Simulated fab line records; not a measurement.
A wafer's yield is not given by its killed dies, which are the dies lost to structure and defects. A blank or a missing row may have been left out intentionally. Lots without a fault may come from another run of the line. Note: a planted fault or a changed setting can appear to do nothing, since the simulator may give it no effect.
fab line records :: flow sfq_line :: part 2 of 2: steps 25 to 33 of 33
record:
  lots: 5
  wafers: 15
  last_day: 87
route steps=325 shown M2@99 I2@103 M3@118
lots untouched by any fault: they come from a run of this same line in which no faults occurred
start_h: the number of hours between the record's first day and the start of the first shown wafer of the lot :: wait_h: hours from the lot's prior step to this one :: " identical to the entry in the row above :: L1.1+2: several wafers, shown together as one row :: - no value, or no start was given :: * or withheld: withheld :: < > ~ a bound
route shown NAME@n: names a module that has steps shown in the file, with the first one's number in the route :: usual: mean/standard deviation of fault-free wafers :: same: alike in all rows :: chamber/n: place in a boat :: sites: readings site by site :: _std_site: standard deviation of those values :: _edge_site: mean of outer sites minus mean of inner sites :: radius_mm: how far each site lies from the wafer's centre :: mask NAME#n: copy n :: behind: the tool/chamber that last shaped the wafer :: hold: why the lot was held/for how many hours/how that ended :: device: whichever transistor did not switch (one of n, p or np) :: end of line: the tests these same wafers got at the end of their route :: for a step that has no rows: nothing shown but its recipe :: killed: not the wafer's yield, but the dies lost to structure and defects at the first sort :: map: a wafer's dies, marking killed ones x, the rest . and places with no die _
set.NAME: the run value of the setting; set.NAME@STEP: its run value at that earlier step :: model.NAME: the simulator's own value behind a step, which no gauge read
certain route steps with their lots: each step a table, each wafer a row
services: from which hour (start_h, from the record's first day; less than 0 if before it) a tool's chamber was out of use, for how many hours, and why
== steps ==
step: SFQ_TRILAYER_M3_LITHO_SOFTBAKE_079
recipe:
  temp_c: withheld
  time_s: withheld
  resist: KrF
usual:
  chill_plate_temp_C: *
lot.wafer: L080.1
tool: litho_track-01
chamber: 0
start_h: 935.68
wait_h: 0.2
chill_plate_temp_C: *

lot.wafer: L080.4
tool: litho_track-01
chamber: 0
start_h: 935.68
wait_h: 0.2
chill_plate_temp_C: *

lot.wafer: L080.5
tool: litho_track-01
chamber: 0
start_h: 935.68
wait_h: 0.2
chill_plate_temp_C: *

lot.wafer: L081.1
tool: litho_track-01
chamber: 0
start_h: 952.97
wait_h: 0.2
chill_plate_temp_C: *

lot.wafer: L081.2
tool: litho_track-01
chamber: 0
start_h: 952.97
wait_h: 0.2
chill_plate_temp_C: *

lot.wafer: L081.4
tool: litho_track-01
chamber: 0
start_h: 952.97
wait_h: 0.2
chill_plate_temp_C: *

lot.wafer: L085.2
tool: litho_track-04
chamber: 0
start_h: 1007.03
wait_h: 0.2
chill_plate_temp_C: *

lot.wafer: L085.3
tool: litho_track-04
chamber: 0
start_h: 1007.03
wait_h: 0.2
chill_plate_temp_C: *

lot.wafer: L085.5
tool: litho_track-04
chamber: 0
start_h: 1007.03
wait_h: 0.2
chill_plate_temp_C: *

lot.wafer: L090.1
tool: litho_track-01
chamber: 0
start_h: 1051.51
wait_h: 0.2
chill_plate_temp_C: *

lot.wafer: L090.2
tool: litho_track-01
chamber: 0
start_h: 1051.51
wait_h: 0.2
chill_plate_temp_C: *

lot.wafer: L090.6
tool: litho_track-01
chamber: 0
start_h: 1051.51
wait_h: 0.2
chill_plate_temp_C: *

lot.wafer: L091.2
tool: litho_track-04
chamber: 0
start_h: 1056.74
wait_h: 0.2
chill_plate_temp_C: *

lot.wafer: L091.4
tool: litho_track-04
chamber: 0
start_h: 1056.74
wait_h: 0.2
chill_plate_temp_C: *

lot.wafer: L091.5
tool: litho_track-04
chamber: 0
start_h: 1056.74
wait_h: 0.2
chill_plate_temp_C: *
step: SFQ_TRILAYER_M3_LITHO_EXPOSE_076
recipe:
  mask_id: M3
  na: 0.6
  source_shape: conventional
  sigma_outer: 0.65
  target_cd_nm: 500
  dose_mj: 14.4
same:
  sigma_outer: 0.65
lot.wafer: L080.1+4+5
tool: krf_scanner-01
chamber: 0
start_h: 1080.60
wait_h: -
mask: M3#0

lot.wafer: L081.1+2+4
tool: krf_scanner-01
chamber: 0
start_h: 1092.60
wait_h: -
mask: M3#0

lot.wafer: L085.2+3+5
tool: krf_scanner-02
chamber: 0
start_h: 1141.10
wait_h: -
mask: M3#0

lot.wafer: L090.1+2+6
tool: krf_scanner-01
chamber: 0
start_h: 1173.77
wait_h: -
mask: M3#0

lot.wafer: L091.2+4+5
tool: krf_scanner-01
chamber: 0
start_h: 1178.77
wait_h: -
mask: M3#0
step: SFQ_TRILAYER_M3_LITHO_PEB_078
recipe:
  peb_temp_c: 115
  peb_time_s: 60
  resist: KrF
usual:
  chill_plate_temp_C: 23.01/0.088
  heater_power_total_W: 79.15/0.066
lot.wafer: L080.1
tool: litho_track-01
chamber: 0
start_h: 1081.80
wait_h: 1.0
chill_plate_temp_C: 22.96
heater_power_total_W: 79.11

lot.wafer: L080.4
tool: litho_track-01
chamber: 0
start_h: 1081.80
wait_h: 1.0
chill_plate_temp_C: 23.09
heater_power_total_W: 79.21

lot.wafer: L080.5
tool: litho_track-01
chamber: 0
start_h: 1081.80
wait_h: 1.0
chill_plate_temp_C: 23.08
heater_power_total_W: 79.19

lot.wafer: L081.1
tool: litho_track-02
chamber: 0
start_h: 1093.80
wait_h: 1.0
chill_plate_temp_C: 23.15
heater_power_total_W: 79.14

lot.wafer: L081.2
tool: litho_track-02
chamber: 0
start_h: 1093.80
wait_h: 1.0
chill_plate_temp_C: 23.10
heater_power_total_W: 79.20

lot.wafer: L081.4
tool: litho_track-02
chamber: 0
start_h: 1093.80
wait_h: 1.0
chill_plate_temp_C: 23.01
heater_power_total_W: 78.98

lot.wafer: L085.2
tool: litho_track-01
chamber: 0
start_h: 1142.13
wait_h: 0.8
chill_plate_temp_C: 23.02
heater_power_total_W: 79.17

lot.wafer: L085.3
tool: litho_track-01
chamber: 0
start_h: 1142.13
wait_h: 0.8
chill_plate_temp_C: 23.10
heater_power_total_W: 79.05

lot.wafer: L085.5
tool: litho_track-01
chamber: 0
start_h: 1142.13
wait_h: 0.8
chill_plate_temp_C: 23.15
heater_power_total_W: 79.18

lot.wafer: L090.1
tool: litho_track-04
chamber: 0
start_h: 1174.97
wait_h: 1.0
chill_plate_temp_C: 23.10
heater_power_total_W: 79.23

lot.wafer: L090.2
tool: litho_track-04
chamber: 0
start_h: 1174.97
wait_h: 1.0
chill_plate_temp_C: 23.08
heater_power_total_W: 79.23

lot.wafer: L090.6
tool: litho_track-04
chamber: 0
start_h: 1174.97
wait_h: 1.0
chill_plate_temp_C: 22.94
heater_power_total_W: 79.16

lot.wafer: L091.2
tool: litho_track-04
chamber: 0
start_h: 1179.80
wait_h: 0.8
chill_plate_temp_C: 22.83
heater_power_total_W: 79.19

lot.wafer: L091.4
tool: litho_track-04
chamber: 0
start_h: 1179.80
wait_h: 0.8
chill_plate_temp_C: 22.88
heater_power_total_W: 79.12

lot.wafer: L091.5
tool: litho_track-04
chamber: 0
start_h: 1179.80
wait_h: 0.8
chill_plate_temp_C: 23.02
heater_power_total_W: 79.09
step: SFQ_TRILAYER_M3_LITHO_DEVELOP_077
recipe:
  time_s: 60
  resist: KrF
usual:
  chill_plate_temp_C: 22.99/0.1
lot.wafer: L080.1
tool: litho_track-01
chamber: 0
start_h: 1081.95
wait_h: 0.1
chill_plate_temp_C: 23.00

lot.wafer: L080.4
tool: litho_track-01
chamber: 0
start_h: 1081.95
wait_h: 0.1
chill_plate_temp_C: 22.97

lot.wafer: L080.5
tool: litho_track-01
chamber: 0
start_h: 1081.95
wait_h: 0.1
chill_plate_temp_C: 22.90

lot.wafer: L081.1
tool: litho_track-02
chamber: 0
start_h: 1093.95
wait_h: 0.1
chill_plate_temp_C: 22.93

lot.wafer: L081.2
tool: litho_track-02
chamber: 0
start_h: 1093.95
wait_h: 0.1
chill_plate_temp_C: 22.85

lot.wafer: L081.4
tool: litho_track-02
chamber: 0
start_h: 1093.95
wait_h: 0.1
chill_plate_temp_C: 22.83

lot.wafer: L085.2
tool: litho_track-01
chamber: 0
start_h: 1142.28
wait_h: 0.1
chill_plate_temp_C: 23.07

lot.wafer: L085.3
tool: litho_track-01
chamber: 0
start_h: 1142.28
wait_h: 0.1
chill_plate_temp_C: 23.11

lot.wafer: L085.5
tool: litho_track-01
chamber: 0
start_h: 1142.28
wait_h: 0.1
chill_plate_temp_C: 22.93

lot.wafer: L090.1
tool: litho_track-04
chamber: 0
start_h: 1175.12
wait_h: 0.1
chill_plate_temp_C: 23.02

lot.wafer: L090.2
tool: litho_track-04
chamber: 0
start_h: 1175.12
wait_h: 0.1
chill_plate_temp_C: 23.14

lot.wafer: L090.6
tool: litho_track-04
chamber: 0
start_h: 1175.12
wait_h: 0.1
chill_plate_temp_C: 22.97

lot.wafer: L091.2
tool: litho_track-04
chamber: 0
start_h: 1179.95
wait_h: 0.1
chill_plate_temp_C: 23.12

lot.wafer: L091.4
tool: litho_track-04
chamber: 0
start_h: 1179.95
wait_h: 0.1
chill_plate_temp_C: 22.99

lot.wafer: L091.5
tool: litho_track-04
chamber: 0
start_h: 1179.95
wait_h: 0.1
chill_plate_temp_C: 23.11
step: SFQ_M3_OVL_MEAS_921
usual:
  M3_OVL: 1/4.7
lot.wafer: L080.1
tool: overlay-01
chamber: -
start_h: 1082.10
wait_h: 0.1
M3_OVL[nm]: -8

lot.wafer: L080.4
tool: overlay-01
chamber: -
start_h: 1082.10
wait_h: 0.1
M3_OVL[nm]: 3

lot.wafer: L080.5
tool: overlay-01
chamber: -
start_h: 1082.10
wait_h: 0.1
M3_OVL[nm]: -6

lot.wafer: L081.1
tool: overlay-02
chamber: -
start_h: 1094.10
wait_h: 0.1
M3_OVL[nm]: -1

lot.wafer: L081.2
tool: overlay-02
chamber: -
start_h: 1094.10
wait_h: 0.1
M3_OVL[nm]: -4

lot.wafer: L081.4
tool: overlay-02
chamber: -
start_h: 1094.10
wait_h: 0.1
M3_OVL[nm]: -5

lot.wafer: L085.2
tool: overlay-02
chamber: -
start_h: 1142.41
wait_h: 0.1
M3_OVL[nm]: -2

lot.wafer: L085.3
tool: overlay-02
chamber: -
start_h: 1142.41
wait_h: 0.1
M3_OVL[nm]: 0

lot.wafer: L085.5
tool: overlay-02
chamber: -
start_h: 1142.41
wait_h: 0.1
M3_OVL[nm]: 4

lot.wafer: L090.1
tool: overlay-02
chamber: -
start_h: 1175.27
wait_h: 0.1
M3_OVL[nm]: 2

lot.wafer: L090.2
tool: overlay-02
chamber: -
start_h: 1175.27
wait_h: 0.1
M3_OVL[nm]: 1

lot.wafer: L090.6
tool: overlay-02
chamber: -
start_h: 1175.27
wait_h: 0.1
M3_OVL[nm]: 3

lot.wafer: L091.2
tool: overlay-02
chamber: -
start_h: 1180.08
wait_h: 0.1
M3_OVL[nm]: 7

lot.wafer: L091.4
tool: overlay-02
chamber: -
start_h: 1180.08
wait_h: 0.1
M3_OVL[nm]: 10

lot.wafer: L091.5
tool: overlay-02
chamber: -
start_h: 1180.08
wait_h: 0.1
M3_OVL[nm]: 8
step: SFQ_TRILAYER_M3_BARC_OPEN_METAL_ETCH_100
recipe:
  mask_material: PR
  chemistry: O2
  target_depth_nm: 125
  target: BARC
  icp_w: 600
  bias_w: 80
  pressure_mtorr: 10
  time_s: 41.7
usual:
  drypump_motor_current_A: 5.59/0.29
  oes_product_au: 0.685/0.0046
lot.wafer: L080.1
tool: rie_metal-04
chamber: 0
start_h: 1082.13
wait_h: 0.0
drypump_motor_current_A: 5.17
oes_product_au: 0.681
rf_hours_counter_h: 100

lot.wafer: L080.4
tool: rie_metal-04
chamber: 0
start_h: 1082.13
wait_h: 0.0
drypump_motor_current_A: 5.17
oes_product_au: 0.687
rf_hours_counter_h: -

lot.wafer: L080.5
tool: rie_metal-04
chamber: 0
start_h: 1082.13
wait_h: 0.0
drypump_motor_current_A: 5.17
oes_product_au: 0.689
rf_hours_counter_h: -

lot.wafer: L081.1
tool: rie_metal-04
chamber: 1
start_h: 1094.13
wait_h: 0.0
drypump_motor_current_A: 5.35
oes_product_au: 0.691
rf_hours_counter_h: 86

lot.wafer: L081.2
tool: rie_metal-04
chamber: 0
start_h: 1094.13
wait_h: 0.0
drypump_motor_current_A: 5.18
oes_product_au: 0.688
rf_hours_counter_h: 102

lot.wafer: L081.4
tool: rie_metal-04
chamber: 1
start_h: 1094.13
wait_h: 0.0
drypump_motor_current_A: 5.36
oes_product_au: 0.686
rf_hours_counter_h: -

lot.wafer: L085.2
tool: rie_metal-02
chamber: 0
start_h: 1142.44
wait_h: 0.0
drypump_motor_current_A: 5.97
oes_product_au: 0.683
rf_hours_counter_h: 70

lot.wafer: L085.3
tool: rie_metal-02
chamber: 1
start_h: 1142.44
wait_h: 0.0
drypump_motor_current_A: 5.76
oes_product_au: 0.691
rf_hours_counter_h: -

lot.wafer: L085.5
tool: rie_metal-02
chamber: 1
start_h: 1142.44
wait_h: 0.0
drypump_motor_current_A: 5.75
oes_product_au: 0.683
rf_hours_counter_h: -

lot.wafer: L090.1
tool: rie_metal-04
chamber: 1
start_h: 1175.31
wait_h: 0.0
drypump_motor_current_A: 5.35
oes_product_au: 0.687
rf_hours_counter_h: 100

lot.wafer: L090.2
tool: rie_metal-04
chamber: 0
start_h: 1175.31
wait_h: 0.0
drypump_motor_current_A: 5.17
oes_product_au: 0.689
rf_hours_counter_h: 116

lot.wafer: L090.6
tool: rie_metal-04
chamber: 1
start_h: 1175.31
wait_h: 0.0
drypump_motor_current_A: 5.32
oes_product_au: 0.682
rf_hours_counter_h: -

lot.wafer: L091.2
tool: rie_metal-04
chamber: 1
start_h: 1180.11
wait_h: 0.0
drypump_motor_current_A: 5.32
oes_product_au: 0.679
rf_hours_counter_h: 101

lot.wafer: L091.4
tool: rie_metal-04
chamber: 1
start_h: 1180.11
wait_h: 0.0
drypump_motor_current_A: 5.31
oes_product_au: 0.684
rf_hours_counter_h: -

lot.wafer: L091.5
tool: rie_metal-04
chamber: 1
start_h: 1180.11
wait_h: 0.0
drypump_motor_current_A: 5.32
oes_product_au: 0.678
rf_hours_counter_h: -
step: SFQ_TRILAYER_M3_ETCH_METAL_ETCH_078
recipe:
  target: Nb
  stop_on: SiO2
  mask_material: PR
  chemistry: Cl2/Ar
  target_depth_nm: 240
  icp_w: 600
  bias_w: 80
  pressure_mtorr: 10
  time_s: 120
usual:
  drypump_motor_current_A: 5.59/0.3
  oes_product_au: 0.896/0.0066
lot.wafer: L080.1
tool: rie_metal-04
chamber: 0
start_h: 1082.19
wait_h: 0.0
drypump_motor_current_A: 5.18
oes_product_au: 0.897
rf_hours_counter_h: 100

lot.wafer: L080.4
tool: rie_metal-04
chamber: 0
start_h: 1082.19
wait_h: 0.0
drypump_motor_current_A: 5.18
oes_product_au: 0.901
rf_hours_counter_h: -

lot.wafer: L080.5
tool: rie_metal-04
chamber: 0
start_h: 1082.19
wait_h: 0.0
drypump_motor_current_A: 5.19
oes_product_au: 0.902
rf_hours_counter_h: -

lot.wafer: L081.1
tool: rie_metal-04
chamber: 1
start_h: 1094.19
wait_h: 0.0
drypump_motor_current_A: 5.35
oes_product_au: 0.886
rf_hours_counter_h: 86

lot.wafer: L081.2
tool: rie_metal-04
chamber: 0
start_h: 1094.19
wait_h: 0.0
drypump_motor_current_A: 5.17
oes_product_au: 0.897
rf_hours_counter_h: 102

lot.wafer: L081.4
tool: rie_metal-04
chamber: 1
start_h: 1094.19
wait_h: 0.0
drypump_motor_current_A: 5.36
oes_product_au: 0.898
rf_hours_counter_h: -

lot.wafer: L085.2
tool: rie_metal-02
chamber: 0
start_h: 1142.50
wait_h: 0.0
drypump_motor_current_A: 5.99
oes_product_au: 0.892
rf_hours_counter_h: 70

lot.wafer: L085.3
tool: rie_metal-02
chamber: 1
start_h: 1142.50
wait_h: 0.0
drypump_motor_current_A: 5.79
oes_product_au: 0.890
rf_hours_counter_h: -

lot.wafer: L085.5
tool: rie_metal-02
chamber: 1
start_h: 1142.50
wait_h: 0.0
drypump_motor_current_A: 5.77
oes_product_au: 0.894
rf_hours_counter_h: -

lot.wafer: L090.1
tool: rie_metal-04
chamber: 1
start_h: 1175.37
wait_h: 0.0
drypump_motor_current_A: 5.34
oes_product_au: 0.882
rf_hours_counter_h: 100

lot.wafer: L090.2
tool: rie_metal-04
chamber: 0
start_h: 1175.37
wait_h: 0.0
drypump_motor_current_A: 5.17
oes_product_au: 0.897
rf_hours_counter_h: 116

lot.wafer: L090.6
tool: rie_metal-04
chamber: 1
start_h: 1175.37
wait_h: 0.0
drypump_motor_current_A: 5.31
oes_product_au: 0.885
rf_hours_counter_h: -

lot.wafer: L091.2
tool: rie_metal-04
chamber: 1
start_h: 1180.17
wait_h: 0.0
drypump_motor_current_A: 5.33
oes_product_au: 0.905
rf_hours_counter_h: 101

lot.wafer: L091.4
tool: rie_metal-04
chamber: 1
start_h: 1180.17
wait_h: 0.0
drypump_motor_current_A: 5.34
oes_product_au: 0.901
rf_hours_counter_h: -

lot.wafer: L091.5
tool: rie_metal-04
chamber: 1
start_h: 1180.17
wait_h: 0.0
drypump_motor_current_A: 5.33
oes_product_au: 0.899
rf_hours_counter_h: -
step: SFQ_TRILAYER_M3_STRIP_STRIP_079
recipe:
  gas: O2
  power_w: 200
  platen_temp_c: 40
  overash_fraction: 0.65
  chemistry: O2
  pressure_mtorr: 50
usual:
  drypump_motor_current_A: 5.59/0.29
  oes_product_au: 1.000/0.0072
lot.wafer: L080.1
tool: rie_metal-04
chamber: 0
start_h: 1082.32
wait_h: 0.1
drypump_motor_current_A: 5.17
oes_product_au: 0.998
rf_hours_counter_h: 100

lot.wafer: L080.4
tool: rie_metal-04
chamber: 0
start_h: 1082.32
wait_h: 0.1
drypump_motor_current_A: 5.19
oes_product_au: 0.994
rf_hours_counter_h: -

lot.wafer: L080.5
tool: rie_metal-04
chamber: 0
start_h: 1082.32
wait_h: 0.1
drypump_motor_current_A: 5.19
oes_product_au: 1.011
rf_hours_counter_h: -

lot.wafer: L081.1
tool: rie_metal-04
chamber: 1
start_h: 1094.32
wait_h: 0.1
drypump_motor_current_A: 5.34
oes_product_au: 1.010
rf_hours_counter_h: 86

lot.wafer: L081.2
tool: rie_metal-04
chamber: 0
start_h: 1094.32
wait_h: 0.1
drypump_motor_current_A: 5.18
oes_product_au: 1.002
rf_hours_counter_h: 102

lot.wafer: L081.4
tool: rie_metal-04
chamber: 1
start_h: 1094.32
wait_h: 0.1
drypump_motor_current_A: 5.31
oes_product_au: 1.003
rf_hours_counter_h: -

lot.wafer: L085.2
tool: rie_metal-02
chamber: 0
start_h: 1142.62
wait_h: 0.1
drypump_motor_current_A: 5.99
oes_product_au: 0.995
rf_hours_counter_h: 70

lot.wafer: L085.3
tool: rie_metal-02
chamber: 1
start_h: 1142.62
wait_h: 0.1
drypump_motor_current_A: 5.76
oes_product_au: 1.012
rf_hours_counter_h: -

lot.wafer: L085.5
tool: rie_metal-02
chamber: 1
start_h: 1142.62
wait_h: 0.1
drypump_motor_current_A: 5.74
oes_product_au: 1.007
rf_hours_counter_h: -

lot.wafer: L090.1
tool: rie_metal-04
chamber: 1
start_h: 1175.49
wait_h: 0.1
drypump_motor_current_A: 5.35
oes_product_au: 1.004
rf_hours_counter_h: 100

lot.wafer: L090.2
tool: rie_metal-04
chamber: 0
start_h: 1175.49
wait_h: 0.1
drypump_motor_current_A: 5.18
oes_product_au: 0.997
rf_hours_counter_h: 117

lot.wafer: L090.6
tool: rie_metal-04
chamber: 1
start_h: 1175.49
wait_h: 0.1
drypump_motor_current_A: 5.35
oes_product_au: 0.995
rf_hours_counter_h: -

lot.wafer: L091.2
tool: rie_metal-04
chamber: 1
start_h: 1180.29
wait_h: 0.1
drypump_motor_current_A: 5.35
oes_product_au: 0.996
rf_hours_counter_h: 101

lot.wafer: L091.4
tool: rie_metal-04
chamber: 1
start_h: 1180.29
wait_h: 0.1
drypump_motor_current_A: 5.34
oes_product_au: 1.006
rf_hours_counter_h: -

lot.wafer: L091.5
tool: rie_metal-04
chamber: 1
start_h: 1180.29
wait_h: 0.1
drypump_motor_current_A: 5.35
oes_product_au: 0.996
rf_hours_counter_h: -
step: SFQ_TRILAYER_M3_STRIP_SOLV_CLEAN_080
recipe:
  chemistry: NMP
  temp_c: 70
  time_s: 600
lot.wafer: L080.1+4+5
tool: wet_bench-04
chamber: 5,4,7
start_h: 1082.92
wait_h: 0.4

lot.wafer: L081.1+2+4
tool: wet_bench-04
chamber: 1,3,2
start_h: 1094.92
wait_h: 0.4

lot.wafer: L085.2+3+5
tool: wet_bench-03
chamber: 3,7,4
start_h: 1143.22
wait_h: 0.4

lot.wafer: L090.1+2+6
tool: wet_bench-04
chamber: 0,1,7
start_h: 1176.09
wait_h: 0.4

lot.wafer: L091.2+4+5
tool: wet_bench-02
chamber: 0,6,1
start_h: 1180.89
wait_h: 0.4
== services ==
tool: rie_metal-03
chamber: 0
start_h: 894.67
hours: 8.5
kind: repair

tool: rie_metal-01
chamber: -
start_h: 906.70
hours: 1.4
kind: repair

tool: krf_scanner-01
chamber: -
start_h: 917.04
hours: 4.0
kind: pm

tool: rie_diel-01
chamber: 1
start_h: 919.70
hours: 11.4
kind: repair

tool: krf_scanner-01
chamber: -
start_h: 921.06
hours: 1.3
kind: pm

tool: pvd_sputter-04
chamber: -
start_h: 929.83
hours: 7.5
kind: repair

tool: krf_scanner-02
chamber: -
start_h: 930.37
hours: 0.8
kind: pm

tool: rie_metal-04
chamber: -
start_h: 945.19
hours: 0.2
kind: repair

tool: krf_scanner-01
chamber: -
start_h: 950.89
hours: 0.8
kind: pm

tool: krf_scanner-01
chamber: -
start_h: 963.24
hours: 19.1
kind: repair

tool: rie_metal-03
chamber: -
start_h: 982.92
hours: 0.6
kind: repair

tool: krf_scanner-01
chamber: -
start_h: 988.29
hours: 1.0
kind: pm

tool: krf_scanner-01
chamber: -
start_h: 988.82
hours: 1.2
kind: repair

tool: rie_metal-03
chamber: 0
start_h: 1014.13
hours: 8.9
kind: repair

tool: krf_scanner-02
chamber: -
start_h: 1043.98
hours: 1.0
kind: pm

tool: rie_metal-04
chamber: 0
start_h: 1058.15
hours: 8.0
kind: repair

tool: krf_scanner-02
chamber: -
start_h: 1060.39
hours: 1.3
kind: pm

tool: krf_scanner-01
chamber: -
start_h: 1065.50
hours: 1.9
kind: repair

tool: krf_scanner-02
chamber: -
start_h: 1073.27
hours: 0.7
kind: repair

tool: rie_diel-01
chamber: -
start_h: 1078.51
hours: 0.2
kind: repair

tool: krf_scanner-02
chamber: -
start_h: 1085.84
hours: 0.2
kind: repair

tool: krf_scanner-01
chamber: -
start_h: 1095.00
hours: 1.3
kind: pm

tool: rie_metal-04
chamber: -
start_h: 1138.42
hours: 2.8
kind: pm

tool: rie_metal-04
chamber: -
start_h: 1154.67
hours: 0.7
kind: repair
